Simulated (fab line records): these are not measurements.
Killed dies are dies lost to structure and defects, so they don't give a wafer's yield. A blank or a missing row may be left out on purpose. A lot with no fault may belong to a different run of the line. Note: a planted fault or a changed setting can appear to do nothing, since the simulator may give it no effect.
Chamber matching ; flow gf180mcu ; cmp-01 running GF_V2_CMP_04: 4 sister chambers
The step polishes SiO2. 22 wafers are shown with their chamber, then 11 later ones without.

== WAFERS WITH THEIR CHAMBER ==
wafer;chamber;motor_current_A (A);time_to_endpoint_s (s)
L311.1;3;10.2;81
L311.3;1;11.8;82
L311.4;2;13.9;90
L312.2;0;12.2;82
L312.4;3;10.6;85
L312.5;2;14.1;83
L316.1;0;11.8;76
L316.4;3;10.7;81
L316.6;1;11.3;79
L317.2;3;10.6;79
L317.3;0;12.4;78
L317.5;1;11.3;82
L318.2;2;13.9;77
L318.4;0;11.8;90
L318.5;1;11.6;82
L319.1;3;10.9;73
L319.3;1;12.5;79
L319.4;2;13.3;80
L326.1;2;13.8;75
L326.3;3;10.4;80
L326.4;0;11.5;83
L328.2;3;10.1;75

SIGNATURES (means of the wafers above)
reading;chamber 0;chamber 1;chamber 2;chamber 3;scatter within a chamber
motor_current_A;11.940;11.700;13.800;10.500;0.36
time_to_endpoint_s;81.80;80.80;81.00;79.14;4.49
Rule: distance of a wafer from a chamber = root of the sum over the readings of ((wafer's reading minus chamber's mean) / reading's scatter) squared. The wafer belongs to the nearest chamber; if the next one is less than 2 further off, it can't be placed. The scatter is the square root of a quotient: the sum, over the shown wafers, of each reading's squared deviation from its chamber's mean, divided by wafers minus chambers.

== WAFERS WHOSE CHAMBER IS MISSING ==
wafer;motor_current_A (A);time_to_endpoint_s (s)
L328.3;12.0;80
L328.6;11.5;77
L329.4;10.6;93
L329.5;13.6;87
L329.6;10.7;90
L330.2;13.8;75
L330.4;12.3;83
L330.6;10.9;80
L332.1;11.4;75
L332.3;11.8;78
L332.5;11.4;85

== THE CHAMBER EACH PASSED THROUGH ==
wafer;from the rows above;in truth
L328.3;can't be placed: 0 or 1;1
L328.6;can't be placed: 1 or 0 or 3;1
L329.4;can't be placed: 3 or 1 or 0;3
L329.5;2;2
L329.6;can't be placed: 3 or 1 or 0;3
L330.2;2;2
L330.4;can't be placed: 0 or 1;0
L330.6;can't be placed: 3 or 1 or 0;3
L332.1;can't be placed: 1 or 0 or 3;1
L332.3;can't be placed: 1 or 0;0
L332.5;can't be placed: 1 or 0 or 3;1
Correctly placed: 2 of 11. Can't be placed from these rows: 9 (the true chamber is among the candidates in 9). Wrongly placed: 0.
